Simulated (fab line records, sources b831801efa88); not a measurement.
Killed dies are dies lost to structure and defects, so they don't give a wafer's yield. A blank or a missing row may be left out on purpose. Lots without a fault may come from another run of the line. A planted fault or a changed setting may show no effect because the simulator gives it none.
Which tool did it? | flow sky130 | 14 lots, 42 wafers sampled, at 5 steps of a route of 708

WHAT THE GAUGES READ, wafer by wafer
SKY_SD_N_CD_MEAS_07: target cd 380 nm. Usual: cd_nm 380 nm, standard deviation 3.3.
lot  | measured     | on        | cd_nm (nm)  | flag
L543 | day 29 02:31 | cd_sem-02 | 379 377 377 |
L544 | day 29 06:39 | cd_sem-01 | 377 376 378 |
L545 | day 29 12:50 | cd_sem-02 | 378 379 378 |
L546 | day 30 07:38 | cd_sem-01 | 384 384 385 |
L547 | day 30 10:10 | cd_sem-02 | 379 380 379 |
L548 | day 30 14:32 | cd_sem-01 | 383 383 386 |
L550 | day 31 16:40 | cd_sem-01 | 376 375 375 |
L551 | day 31 17:55 | cd_sem-01 | 376 376 375 |
L552 | day 31 23:22 | cd_sem-02 | 381 383 383 |
L555 | day 33 03:29 | cd_sem-02 | 380 382 381 |
L556 | day 33 08:02 | cd_sem-02 | 381 382 381 |
L561 | day 34 13:04 | cd_sem-01 | 381 380 382 |
L563 | day 35 08:42 | cd_sem-01 | 378 377 379 |
L566 | day 36 10:07 | cd_sem-02 | 378 379 380 |

SKY_SD_N_TW_MEAS_12. Usual: SD_N_TW 3970, standard deviation 52.
lot  | measured     | on            | SD_N_TW        | flag
L543 | day 29 03:04 | film_metro-02 | 4061 4050 4043 |
L544 | day 29 07:11 | film_metro-04 | 3975 3981 3974 |
L545 | day 29 13:23 | film_metro-02 | 4042 4052 4032 |
L546 | day 30 08:12 | film_metro-01 | 3893 3897 3913 |
L547 | day 30 10:41 | film_metro-04 | 4000 3968 3978 |
L548 | day 30 15:04 | film_metro-02 | 4070 4035 4042 |
L550 | day 31 17:11 | film_metro-04 | 4007 3987 4003 |
L551 | day 31 18:28 | film_metro-01 | 3931 3931 3914 |
L552 | day 31 23:55 | film_metro-04 | 4029 4035 4018 |
L555 | day 33 04:03 | film_metro-01 | 3930 3930 3931 |
L556 | day 33 08:35 | film_metro-01 | 3928 3933 3915 |
L561 | day 34 13:36 | film_metro-04 | 3985 3943 3942 |
L563 | day 35 09:14 | film_metro-01 | 3905 3886 3900 |
L566 | day 36 10:40 | film_metro-01 | 3943 3923 3922 |

SKY_SD_N_RS_MEAS_18: measures by four-point-probe. Usual: RES_XHIGH_RS 333.1 ohm/sq, standard deviation 1.1.
lot  | measured     | on            | RES_XHIGH_RS (ohm/sq) | flag
L543 | day 29 03:35 | film_metro-02 | 334.2 331.5 332.9     |
L544 | day 29 07:44 | film_metro-02 | 332.6 333.6 331.8     |
L545 | day 29 13:55 | film_metro-04 | 332.8 332.6 333.2     |
L546 | day 30 08:44 | film_metro-04 | 332.2 332.3 331.1     |
L547 | day 30 11:15 | film_metro-02 | 333.1 332.7 332.7     |
L548 | day 30 15:37 | film_metro-04 | 332.1 333.2 333.0     |
L550 | day 31 17:45 | film_metro-01 | 334.5 335.0 333.8     |
L551 | day 31 18:59 | film_metro-04 | 332.5 333.5 331.8     |
L552 | day 32 00:26 | film_metro-04 | 334.0 334.0 333.6     |
L555 | day 33 04:34 | film_metro-02 | 345.1 345.6 345.4     | OFF
L556 | day 33 09:07 | film_metro-04 | 346.5 347.1 345.6     | OFF
L561 | day 34 14:09 | film_metro-01 | 333.7 335.1 334.9     |
L563 | day 35 09:47 | film_metro-02 | 334.0 333.0 334.7     |
L566 | day 36 11:11 | film_metro-01 | 333.5 333.1 334.0     |

SKY_LI_CONTACT_OVL_MEAS_13. Usual: LI_CONTACT_OVL -2 nm, standard deviation 5.4.
lot  | measured     | on         | LI_CONTACT_OVL (nm) | flag
L543 | day 30 09:08 | overlay-02 | -6 2 -9             |
L544 | day 30 13:45 | overlay-01 | -4 -6 -7            |
L545 | day 30 18:48 | overlay-02 | 12 8 10             |
L546 | day 31 13:43 | overlay-02 | 11 8 7              |
L547 | day 31 17:02 | overlay-02 | 10 13 16            |
L548 | day 31 21:01 | overlay-02 | -7 -9 -7            |
L550 | day 32 23:35 | overlay-02 | 0 -2 -5             |
L551 | day 33 00:08 | overlay-02 | -7 -3 -3            |
L552 | day 33 04:47 | overlay-02 | -5 -10 -5           |
L555 | day 34 08:32 | overlay-02 | -11 -2 -2           |
L556 | day 34 13:31 | overlay-02 | -7 -2 2             |
L561 | day 35 17:50 | overlay-01 | -2 -8 -3            |
L563 | day 36 13:24 | overlay-01 | -4 -5 -4            |
L566 | day 37 14:32 | overlay-01 | -1 1 -3             |

WHICH TOOL RAN EACH LOT (tool, then ch and the chambers of the sampled wafers, then the start)
lot  | SKY_RES_XHIGH_IMPLANT_07
L543 | implanter-04 ch 0, day 27 21:20
L544 | implanter-04 ch 0, day 28 01:34
L545 | implanter-03 ch 0, day 28 07:25
L546 | implanter-01 ch 0, day 29 02:49
L547 | implanter-04 ch 0, day 29 05:11
L548 | implanter-01 ch 0, day 29 09:05
L550 | implanter-01 ch 0, day 30 12:02
L551 | implanter-01 ch 0, day 30 14:14
L552 | implanter-03 ch 0, day 30 18:16
L555 | implanter-04 ch 0, day 31 23:31
L556 | implanter-04 ch 0, day 32 03:41
L561 | implanter-03 ch 0, day 33 09:05
L563 | implanter-01 ch 0, day 34 05:25
L566 | implanter-03 ch 0, day 35 07:05
- SKY_RES_XHIGH_IMPLANT_07

WHAT THE TOOLS THEMSELVES READ (means of the sampled wafers that have a number; where no wafer has one, the mark that the record gives instead)
SKY_RES_XHIGH_IMPLANT_07. Usual: beam_on_s 42 s, standard deviation 3.5.
lot  | tool         | beam_on_s (s) | flag
L543 | implanter-04 | 46            |
L544 | implanter-04 | 46            |
L545 | implanter-03 | 38            |
L546 | implanter-01 | 39            |
L547 | implanter-04 | 45            |
L548 | implanter-01 | 39            |
L550 | implanter-01 | 39            |
L551 | implanter-01 | 39            |
L552 | implanter-03 | 39            |
L555 | implanter-04 | 46            |
L556 | implanter-04 | 45            |
L561 | implanter-03 | 38            |
L563 | implanter-01 | 39            |
L566 | implanter-03 | 39            |

THE ANSWER, worked out from the rows above alone
Rule: a lot is off if the mean of its wafers that have a number lies more than 3 standard deviations from the usual mean. A lot without any number at a reading at which 4 lots or more have one is off too. The other lots that the step has rows for count as sound. The gauges are gone through in route order, then the tools' own readings, and for those a lot's mean is taken as printed above. The first step at which some lot is off is used, and at that step the reading that is off furthest; a lot without a number counts as furthest.
Off: L555, L556, at SKY_SD_N_RS_MEAS_18 (RES_XHIGH_RS).
A tool fits if, at a process step before that reading, it ran every lot that is off, and no sound lot after the first of them. The gauges at SKY_SD_N_RS_MEAS_18 are tried like those tools. One fits: implanter-04 at SKY_RES_XHIGH_IMPLANT_07. Its last sound lot is L547 (day 29 05:11), its first lot that is off L555 (day 31 23:31): a fault that began between those two fits.

WHAT THE SIMULATOR HAD PUT IN
Process parameter drift: implanter-04, from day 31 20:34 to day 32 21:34, at SKY_RES_XHIGH_IMPLANT_07. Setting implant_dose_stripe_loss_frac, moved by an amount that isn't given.
Lots struck among those shown: L555, L556. The rule above found the same.
